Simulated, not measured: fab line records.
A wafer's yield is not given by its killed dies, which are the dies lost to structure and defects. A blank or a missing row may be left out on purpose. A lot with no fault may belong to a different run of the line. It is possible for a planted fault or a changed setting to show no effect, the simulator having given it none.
Matching of chambers	flow gf180mcu	GF_V4_CMP_04 on cmp-02: 4 sister chambers
The step polishes SiO2. 8 wafers are shown with their chamber, then 11 later ones without.

## WAFERS WITH THEIR CHAMBER
wafer	chamber	motor current A (A)	retaining ring pressure frac
L083.4	0	12.7	1.003
L084.4	1	13.2	0.995
L086.1	0	12.1	0.997
L086.4	1	12.2	0.990
L087.1	2	11.3	1.004
L087.3	3	13.1	1.002
L087.6	3	13.2	1.012
L089.3	2	11.0	1.006

## WAFERS WHOSE CHAMBER IS MISSING
wafer	motor current A (A)	retaining ring pressure frac
L089.4	13.8	0.992
L089.5	12.6	1.001
L091.2	12.8	0.995
L091.3	11.5	0.997
L091.6	12.5	1.007
L092.2	11.0	0.996
L092.3	12.5	1.008
L092.4	12.1	1.000
L094.4	12.3	1.002
L094.5	12.5	1.000
L094.6	13.3	0.997

## WHICH CHAMBER EACH ONE RAN IN
wafer	from the rows above	in truth
L089.4	can't be placed: 1 or 3 or 0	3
L089.5	can't be placed: 0 or 3 or 1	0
L091.2	can't be placed: 1 or 0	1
L091.3	can't be placed: 2 or 0 or 1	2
L091.6	can't be placed: 3 or 0 or 2 or 1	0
L092.2	can't be placed: 2 or 0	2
L092.3	can't be placed: 3 or 0 or 2 or 1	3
L092.4	can't be placed: 0 or 1 or 2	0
L094.4	can't be placed: 0 or 3 or 1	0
L094.5	can't be placed: 0 or 1 or 3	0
L094.6	can't be placed: 1 or 0 or 3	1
0 of 11 placed correctly. Not placeable from these rows: 11 (in 11, the candidates include the true chamber). Placed wrongly: 0.
How it was worked out, from the rows above alone: a wafer's distance from a chamber is the root of the sum, over the readings, of the square of ((its reading less the chamber's mean) divided by the reading's scatter). The wafer belongs to the nearest chamber; if the next one is less than 2 further off, it can't be placed. Each chamber's mean is taken over the wafers shown for it. The scatter: take each reading less its chamber's mean, square it, sum over the shown wafers, divide by the number of wafers less the number of chambers, and take the root.
